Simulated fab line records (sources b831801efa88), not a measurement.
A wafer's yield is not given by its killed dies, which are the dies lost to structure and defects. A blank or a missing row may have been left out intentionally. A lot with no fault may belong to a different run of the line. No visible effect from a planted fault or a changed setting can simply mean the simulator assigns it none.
fab line records	flow sky130
[record] lots = 6	wafers = 18	lastDay = 50
route steps=708 shown LDD_HVP@287 LDD_LDN@289 PAD_OPEN@708
lots that met no fault: taken from a fault-free run of the same line
startH: the number of hours between the record's first day and the start of the first shown wafer of the lot	waitH: hours from the lot's prior step to this one	" same as the row above	L1.1+2: a row that stands for several wafers	- either no value or no given start	* or withheld: withheld	< > ~ a bound
route shown NAME@n: a module of which the file shows steps, and the number in the route of the first	usual: average and standard deviation across the fault-free wafers	same: alike in all rows	chamber/n: place in a boat	sites: per-site readings	_std_site: the standard deviation of these	_edge_site: the outer-site mean with the inner-site mean subtracted	radiusMm: how far each site lies from the wafer's centre	mask NAME#n: copy n	behind: the tool/chamber that last shaped the wafer	hold: reason for holding the lot/hours on hold/outcome of the hold	device: names the non-switching transistor (n, p or np)	end of line: tests run on the same wafers once the route is complete	where a step has no rows: the recipe by itself	killed: dies that structure and defects cost at the first sort, which is not the same as the wafer's yield	map: the dies of a wafer, with x for killed, . for not killed, _ for no die there
set.NAME: setting as actually run; set.NAME@STEP: the setting as run at that earlier step	model.NAME: the simulator's own value behind a step, which no gauge read
lots at some steps of the route; a table a step, a row a wafer
services: the hour from which a tool's chamber was out of use, counted from the record's first day as startH (under 0 if before that day), plus the number of hours and why
[[steps]]
[step SKY_LDD_HVP_STRIP_09]
[recipe] chemistry = O2/N2	powerW = 1400	pressureMtorr = 1500	platenTempC = withheld	o2FlowSccm = 3000	n2FlowSccm = 300	overashFraction = 0.5
[usual] chamberPressureMTorr = 1500.0/1.1	drypumpMotorCurrentA = 5.8/0.55	o2FlowSccm = 3000/9.8	oesProductAu = 0.408/0.0047	stripTimeToEndpointS = 4.136/0.013
lot.wafer	tool	chamber	startH	waitH	chamberPressureMTorr	drypumpMotorCurrentA	o2FlowSccm	oesProductAu	rfHoursCounterH	stripTimeToEndpointS
L466.1	plasmaAsher-03	1	548.22	0.1	1500.4	6.8	3008	0.415	73	4.138
L466.3	"	0	"	"	1503.1	5.9	3009	0.408	-	4.160
L466.4	"	1	"	"	1497.8	6.8	3006	0.414	-	4.139
L471.2	plasmaAsher-03	1	579.47	0.1	1498.1	6.8	3001	0.407	76	4.126
L471.3	"	0	"	"	1498.8	5.9	3013	0.404	-	4.119
L471.5	"	0	"	"	1499.4	5.9	2999	0.410	-	4.133
L472.3	plasmaAsher-01	1	586.45	0.1	1501.2	5.6	2996	0.409	-	4.135
L472.4	"	0	"	"	1500.0	5.2	2992	0.408	-	4.125
L472.5	"	0	"	"	1499.5	5.1	3002	0.409	-	4.139
L482.3	plasmaAsher-01	0	669.95	0.1	1501.3	5.1	2996	0.404	-	4.159
L482.4	"	1	"	"	1498.8	5.6	3006	0.405	-	4.138
L482.5	"	0	"	"	1499.0	5.1	2982	0.405	-	4.150
L486.3	plasmaAsher-01	1	691.92	0.1	1500.2	5.6	2994	0.394	-	4.098
L486.4	"	0	"	"	1500.5	5.1	2997	0.405	-	4.140
L486.6	"	0	"	"	1501.1	5.1	2987	0.405	-	4.127
L485.3	plasmaAsher-01	0	697.00	0.1	1499.5	5.1	2999	0.398	-	4.132
L485.5	"	1	"	"	1497.0	5.6	3020	0.414	-	4.115
L485.6	"	0	"	"	1500.3	5.1	3002	0.408	-	4.135
[step SKY_LDD_HVP_TW_MEAS_10]
[usual] LDD_HVP_TW = 458/5.6
lot.wafer	tool	chamber	startH	waitH	LDD_HVP_TW
L466.1	filmMetro-04	-	548.32	0.1	461
L466.3	"	-	"	"	462
L466.4	"	-	"	"	461
L471.2	filmMetro-01	-	579.58	0.1	451
L471.3	"	-	"	"	449
L471.5	"	-	"	"	447
L472.3	filmMetro-02	-	586.54	0.1	461
L472.4	"	-	"	"	462
L472.5	"	-	"	"	462
L482.3	filmMetro-01	-	670.04	0.1	453
L482.4	"	-	"	"	453
L482.5	"	-	"	"	453
L486.3	filmMetro-02	-	692.01	0.1	460
L486.4	"	-	"	"	464
L486.6	"	-	"	"	462
L485.3	filmMetro-02	-	697.09	0.1	461
L485.5	"	-	"	"	462
L485.6	"	-	"	"	463
[step SKY_LDD_LDN_DEHYDRATE_00]
[recipe] tempC = 200	timeS = 60
[step SKY_LDD_LDN_HMDS_01]
[recipe] primeTimeS = 60	primeTempC = 120
[step SKY_LDD_LDN_COAT_02]
[recipe] resist = NOVOLAK	spinRpm = 3000	resistThkNm = 1140
[step SKY_LDD_LDN_SOFTBAKE_03]
[recipe] tempC = 90	timeS = 60	resist = NOVOLAK
[step SKY_LDD_LDN_EXPOSE_04]
[recipe] maskId = LDNTM	na = 0.6	sourceShape = conventional	sigmaOuter = 0.6	polarization = unpolarized	targetCdNm = 700	doseMj = 140
[step SKY_LDD_LDN_PEB_05]
[recipe] tempC = withheld	timeS = *	resist = NOVOLAK
[step SKY_LDD_LDN_DEVELOP_06]
[recipe] resist = NOVOLAK	developer = TMAH	developTimeS = 60	devTempC = 23
[step SKY_LDD_LDN_OVL_MEAS_07]
[usual] LDD_LDN_OVL = 0.8/1.3
lot.wafer	tool	chamber	startH	waitH	LDD_LDN_OVL[nm]
L466.1	overlay-02	-	578.33	0.1	0.6
L466.3	"	-	"	"	1.1
L466.4	"	-	"	"	1.1
L471.2	overlay-02	-	609.13	0.1	-1.1
L471.3	"	-	"	"	-0.7
L471.5	"	-	"	"	1.8
L472.3	overlay-01	-	615.63	0.1	1.5
L472.4	"	-	"	"	1.4
L472.5	"	-	"	"	3.1
L482.3	overlay-02	-	698.35	0.1	-0.3
L482.4	"	-	"	"	1.4
L482.5	"	-	"	"	-0.2
L486.3	overlay-02	-	721.18	0.1	1.2
L486.4	"	-	"	"	1.7
L486.6	"	-	"	"	3.1
L485.3	overlay-01	-	725.13	0.1	-1.0
L485.5	"	-	"	"	-0.4
L485.6	"	-	"	"	-1.6
[step SKY_LDD_LDN_IMPLANT_08]
[recipe] species = As	energyKev = 15	doseCm2 = 1.25e+13	tiltDeg = withheld	rotationDeg = 23
[step SKY_LDD_LDN_IMPLANT_09]
[recipe] species = As	energyKev = 15	doseCm2 = 1.25e+13	tiltDeg = withheld	rotationDeg = 113
[step SKY_LDD_LDN_IMPLANT_10]
[recipe] species = As	energyKev = 15	doseCm2 = 1.25e+13	tiltDeg = withheld	rotationDeg = 203
[usual] doseIonsCm2 = 1.25e+13/1.4e+10	faradayCurrentUA = 70.6/1.3
lot.wafer	tool	chamber	startH	waitH	doseIonsCm2	faradayCurrentUA
L466.1	implanter-03	0	578.67	0.1	1.2489e+13	69.1
L466.3	"	0	"	"	1.2483e+13	71.9
L466.4	"	0	"	"	1.2484e+13	70.5
L471.2	implanter-04	0	609.48	0.1	4.198e+12	23.4
L471.3	"	0	"	"	4.214e+12	23.6
L471.5	"	0	"	"	4.181e+12	24.1
L472.3	implanter-04	0	616.01	0.1	4.232e+12	24.2
L472.4	"	0	"	"	4.237e+12	23.8
L472.5	"	0	"	"	4.224e+12	24.0
L482.3	implanter-04	0	698.72	0.1	1.251e+13	71.8
L482.4	"	0	"	"	1.2466e+13	67.7
L482.5	"	0	"	"	1.2479e+13	71.6
L486.3	implanter-04	0	721.56	0.1	1.2503e+13	70.6
L486.4	"	0	"	"	1.252e+13	68.9
L486.6	"	0	"	"	1.2506e+13	71.7
L485.3	implanter-04	0	725.51	0.1	1.2484e+13	71.0
L485.5	"	0	"	"	1.2495e+13	68.1
L485.6	"	0	"	"	1.2502e+13	68.3
[step SKY_LDD_LDN_IMPLANT_11]
[recipe] species = As	energyKev = 15	doseCm2 = 1.25e+13	tiltDeg = withheld	rotationDeg = 293
[step SKY_LDD_LDN_STRIP_12]
[recipe] chemistry = O2/N2	powerW = 1400	pressureMtorr = 1500	platenTempC = withheld	o2FlowSccm = 3000	n2FlowSccm = 300	overashFraction = 0.5
[usual] chamberPressureMTorr = 1499.8/1.4	drypumpMotorCurrentA = 6.2/0.51	o2FlowSccm = 3000/10	oesProductAu = 0.715/0.0038	stripTimeToEndpointS = 14.18/0.046
lot.wafer	tool	chamber	startH	waitH	chamberPressureMTorr	drypumpMotorCurrentA	o2FlowSccm	oesProductAu	rfHoursCounterH	stripTimeToEndpointS
L466.1	plasmaAsher-01	0	578.97	0.1	1501.5	5.1	3007	0.716	46	14.24
L466.3	"	1	"	"	1500.4	5.6	3014	0.715	-	14.25
L466.4	"	0	"	"	1500.9	5.1	2990	0.719	-	14.25
L471.2	plasmaAsher-04	0	609.76	0.1	1500.5	6.5	2987	0.719	92	14.24
L471.3	"	1	"	"	1501.6	6.3	2990	0.719	-	14.27
L471.5	"	0	"	"	1501.2	6.5	2987	0.719	-	14.20
L472.3	plasmaAsher-04	0	616.29	0.1	1499.1	6.5	3002	0.717	-	14.21
L472.4	"	1	"	"	1501.6	6.3	2996	0.718	-	14.25
L472.5	"	0	"	"	1500.1	6.5	2996	0.714	-	14.21
L482.3	plasmaAsher-03	0	699.00	0.1	1498.3	5.9	3001	0.712	-	14.14
L482.4	"	1	"	"	1499.0	6.8	2995	0.715	-	14.17
L482.5	"	0	"	"	1501.3	5.9	3010	0.710	-	14.18
L486.3	plasmaAsher-03	1	721.84	0.1	1499.9	6.8	2994	0.713	-	14.18
L486.4	"	0	"	"	1500.1	5.9	2991	0.709	-	14.13
L486.6	"	0	"	"	1499.0	5.9	2984	0.715	-	14.16
L485.3	plasmaAsher-03	0	725.79	0.1	1500.5	5.9	2976	0.716	-	14.11
L485.5	"	1	"	"	1500.3	6.8	2992	0.713	-	14.15
L485.6	"	0	"	"	1497.5	5.9	2987	0.722	-	14.11
[step SKY_LDD_LDN_TW_MEAS_13]
[usual] LDD_LDN_TW = 1478/23
lot.wafer	tool	chamber	startH	waitH	LDD_LDN_TW
L466.1	filmMetro-03	-	579.07	0.1	1462
L466.3	"	-	"	"	1464
L466.4	"	-	"	"	1457
L471.2	filmMetro-03	-	609.87	0.1	1383
L471.3	"	-	"	"	1377
L471.5	"	-	"	"	1378
L472.3	filmMetro-02	-	616.38	0.1	1420
L472.4	"	-	"	"	1422
L472.5	"	-	"	"	1413
L482.3	filmMetro-04	-	699.09	0.1	1498
L482.4	"	-	"	"	1499
L482.5	"	-	"	"	1498
L486.3	filmMetro-02	-	721.93	0.1	1497
L486.4	"	-	"	"	1499
L486.6	"	-	"	"	1504
L485.3	filmMetro-04	-	725.88	0.1	1493
L485.5	"	-	"	"	1489
L485.6	"	-	"	"	1504
[step SKY_LDD_LDN_CLEAN_14]
[recipe] chemistry = SC1/SC2	mix = 1:4:20	tempC = 70	timeS = 150	dry = n2Spin
[step SKY_PAD_OPEN_PROBE_99]
[usual] killed_at_M0_to_M3 = 43/6.4	killed_at_M4_up = 3.2/1.8	killedAtContacts = 25/5.5	killedAtFrontEnd = 16/5.2	killedAtOther = 0.3/0.49	killedDies = 88/10	killedOpen = 48/7	killedShort = 40/7.1
[same] grossDies = 492	killedAtBackSide = 0
lot.wafer	tool	chamber	startH	waitH	killed_at_M0_to_M3	killed_at_M4_up	killedAtContacts	killedAtFrontEnd	killedAtOther	killedDies	killedOpen	killedShort	model.etest.tipSonos.rsOhmSq
L466.1	prober-02	-	1115.55	0.1	37	5	19	10	2	73	40	33	2674
L466.3	prober-02	-	1115.65	0.2	39	2	27	13	0	81	51	30	2620
L466.4	prober-02	-	1115.70	0.2	44	1	20	9	0	74	40	34	2683
L471.2	prober-02	-	1136.99	0.1	38	4	27	11	1	81	47	34	2959
L471.3	prober-02	-	1137.04	0.2	39	3	19	20	0	81	45	36	2923
L471.5	prober-02	-	1137.14	0.2	37	0	16	16	0	69	35	34	2900
L472.3	prober-01	-	1140.27	0.2	41	4	15	12	0	72	40	32	2934
L472.4	prober-01	-	1140.32	0.2	52	4	26	16	0	98	58	40	3016
L472.5	prober-01	-	1140.37	0.2	52	5	28	13	0	98	64	34	2998
L482.3	prober-02	-	1195.72	0.2	51	1	20	12	0	84	45	39	2714
L482.4	prober-02	-	1195.77	0.2	46	4	24	12	0	86	45	41	2685
L482.5	prober-02	-	1195.82	0.2	47	5	25	16	1	94	49	45	2677
L486.3	prober-01	-	1207.05	0.2	51	5	22	16	0	94	57	37	2575
L486.4	prober-01	-	1207.10	0.2	49	6	20	19	0	94	47	47	2572
L486.6	prober-01	-	1207.20	0.2	38	3	20	15	0	76	45	31	2610
L485.3	prober-02	-	1210.35	0.2	33	0	41	22	1	97	54	43	2682
L485.5	prober-02	-	1210.45	0.2	32	6	27	6	1	72	41	31	2657
L485.6	prober-02	-	1210.50	0.2	41	2	25	16	0	84	49	35	2603
// killed by level:class
L466.1 VIA1:geometricParticle:open=9 CONTACT:geometricParticle:open=8 METAL1:geometricParticle:short=7 CONTACT:geometricParticle:short=5 LI_CONTACT:geometricParticle:open=4 VIA3:geometricParticle:open=4 VIA1:geometricParticle:short=4 METAL2:geometricParticle:short=4
L466.3 VIA1:geometricParticle:open=14 LI_CONTACT:geometricParticle:open=11 VIA3:geometricParticle:open=8 CONTACT:geometricParticle:open=8 FIELD_ISO:geometricParticle:open=4 POLY_GATE:geometricParticle:short=4 VIA3:geometricParticle:short=4 LOCAL_INTERCONNECT:geometricParticle:short=4
L466.4 VIA1:geometricParticle:open=10 VIA3:geometricParticle:short=8 LI_CONTACT:geometricParticle:open=5 LOCAL_INTERCONNECT:geometricParticle:open=5 VIA1:geometricParticle:short=5 VIA2:geometricParticle:open=5 VIA3:geometricParticle:open=5 FIELD_ISO:geometricParticle:short=3
L471.2 VIA1:geometricParticle:open=13 LI_CONTACT:geometricParticle:open=10 CONTACT:geometricParticle:short=6 CONTACT:geometricParticle:open=5 FIELD_ISO:geometricParticle:open=4 METAL1:geometricParticle:short=4 VIA1:geometricParticle:short=4 VIA3:geometricParticle:open=4
L471.3 CONTACT:geometricParticle:open=8 FIELD_ISO:geometricParticle:open=7 METAL1:geometricParticle:short=7 VIA3:geometricParticle:open=6 LI_CONTACT:geometricParticle:open=6 VIA1:geometricParticle:short=5 VIA2:geometricParticle:open=5 POLY_GATE:geometricParticle:open=4
L471.5 VIA1:geometricParticle:open=10 METAL1:geometricParticle:short=9 VIA2:geometricParticle:open=7 CONTACT:geometricParticle:open=7 VIA1:geometricParticle:short=6 CONTACT:geometricParticle:short=5 FIELD_ISO:geometricParticle:short=4 FIELD_ISO:geometricParticle:open=3
L472.3 CONTACT:geometricParticle:open=8 VIA1:geometricParticle:open=8 VIA3:geometricParticle:open=7 VIA1:geometricParticle:short=7 METAL2:geometricParticle:short=6 METAL1:geometricParticle:short=5 LI_CONTACT:geometricParticle:open=4 FIELD_ISO:geometricParticle:short=3
L472.4 VIA1:geometricParticle:open=15 LI_CONTACT:geometricParticle:open=11 METAL2:geometricParticle:short=9 VIA3:geometricParticle:open=7 POLY_GATE:geometricParticle:open=6 CONTACT:geometricParticle:open=6 VIA1:geometricParticle:short=5 VIA3:geometricParticle:short=4
L472.5 CONTACT:geometricParticle:open=13 VIA1:geometricParticle:open=11 VIA2:geometricParticle:open=9 LI_CONTACT:geometricParticle:open=8 METAL1:geometricParticle:short=7 METAL2:geometricParticle:short=6 POLY_GATE:geometricParticle:open=5 VIA3:geometricParticle:open=5
L482.3 VIA1:geometricParticle:open=13 VIA2:geometricParticle:open=10 VIA3:geometricParticle:open=8 CONTACT:geometricParticle:open=6 LOCAL_INTERCONNECT:geometricParticle:short=5 VIA1:geometricParticle:short=5 LI_CONTACT:geometricParticle:short=4 METAL2:geometricParticle:short=4
L482.4 CONTACT:geometricParticle:open=9 VIA1:geometricParticle:short=8 VIA3:geometricParticle:open=8 FIELD_ISO:geometricParticle:short=5 LI_CONTACT:geometricParticle:short=5 METAL1:geometricParticle:short=5 VIA1:geometricParticle:open=5 VIA2:geometricParticle:open=5
L482.5 VIA1:geometricParticle:open=13 CONTACT:geometricParticle:open=10 METAL2:geometricParticle:short=8 VIA2:geometricParticle:short=8 METAL1:geometricParticle:short=7 LI_CONTACT:geometricParticle:open=6 CONTACT:geometricParticle:short=5 VIA2:geometricParticle:open=5
L486.3 VIA1:geometricParticle:open=18 VIA2:geometricParticle:open=8 LI_CONTACT:geometricParticle:open=7 CONTACT:geometricParticle:short=6 CONTACT:geometricParticle:open=5 VIA1:geometricParticle:short=5 METAL3:geometricParticle:short=5 POLY_GATE:geometricParticle:open=4
L486.4 VIA1:geometricParticle:open=9 VIA3:geometricParticle:open=9 POLY_GATE:geometricParticle:open=7 CONTACT:geometricParticle:short=7 VIA1:geometricParticle:short=6 METAL3:geometricParticle:short=6 POLY_GATE:geometricParticle:short=5 LI_CONTACT:geometricParticle:open=5
L486.6 CONTACT:geometricParticle:open=9 VIA1:geometricParticle:open=7 VIA1:geometricParticle:short=6 POLY_GATE:geometricParticle:open=5 VIA3:geometricParticle:open=5 VIA2:geometricParticle:open=5 CONTACT:geometricParticle:short=4 METAL1:geometricParticle:short=4
L485.3 CONTACT:geometricParticle:open=14 FIELD_ISO:geometricParticle:open=10 LI_CONTACT:geometricParticle:open=10 CONTACT:geometricParticle:short=8 VIA1:geometricParticle:open=7 VIA3:geometricParticle:open=7 FIELD_ISO:geometricParticle:short=5 LOCAL_INTERCONNECT:geometricParticle:short=5
L485.5 CONTACT:geometricParticle:open=10 LI_CONTACT:geometricParticle:open=10 VIA3:geometricParticle:open=8 METAL2:geometricParticle:short=7 METAL4:geometricParticle:short=6 VIA1:geometricParticle:open=4 VIA2:geometricParticle:open=4 METAL3:geometricParticle:short=4
L485.6 CONTACT:geometricParticle:open=13 VIA1:geometricParticle:open=7 VIA3:geometricParticle:open=7 METAL2:geometricParticle:short=6 FIELD_ISO:geometricParticle:short=5 VIA2:geometricParticle:open=5 VIA1:geometricParticle:short=5 FIELD_ISO:geometricParticle:open=4
[[services]]
tool	chamber	startH	hours	kind
implanter-04	-	527.80	0.9	repair
implanter-04	-	530.71	0.7	repair
implanter-04	-	559.85	2.7	repair
plasmaAsher-03	-	569.74	1.7	repair
plasmaAsher-04	-	624.04	1.3	repair
plasmaAsher-03	-	632.61	3.4	repair
implanter-04	-	641.97	1.2	repair
implanter-03	-	645.58	4.7	repair
plasmaAsher-04	-	650.11	0.3	repair
plasmaAsher-01	-	657.93	1.7	repair
implanter-03	-	658.72	1.6	repair
implanter-04	-	673.62	3.3	pm
plasmaAsher-04	-	679.44	2.8	pm
implanter-03	-	695.74	4.5	pm
implanter-04	-	706.53	3.0	repair
implanter-03	-	721.31	2.1	repair
[[key]]
[firstSign] step = SKY_LDD_LDN_IMPLANT_10	reading = doseIonsCm2	direction = down	sigmas = 99+	usual = *	struck = *
[effect] step = SKY_LDD_LDN_IMPLANT_10	reading = faradayCurrentUA	direction = down	sigmas = 36	usual = 70.6	struck = 23.9
[effect] step = SKY_LDD_LDN_TW_MEAS_13	reading = LDD_LDN_TW	direction = down	sigmas = 3.4	usual = 1478	struck = 1399
[modelEffect] step = SKY_PAD_OPEN_PROBE_99	value = etest.tipSonos.rsOhmSq	without = 2682	struck = 2955
metAt SKY_LDD_LDN_IMPLANT_10
struckWafers L471.2,L471.3,L471.5,L472.3,L472.4,L472.5
testerLeftOut L471,L472
[fault] kind = processParameterDrift	tool = implanter-04	chamber = -	onsetH = 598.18	steps = SKY_LDD_LDN_IMPLANT_10	channel = doseCm2	offset = *	shape = step	endH = 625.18	actsIn = *	stated = *
// testerLeftOut: of these lots the tester's yield and bins aren't shown, on N5 and GAA mostly nor the transistor test; their killed dies are dies lost to structure and defects alone, not to doping, threshold or leakage, so they don't give the yield
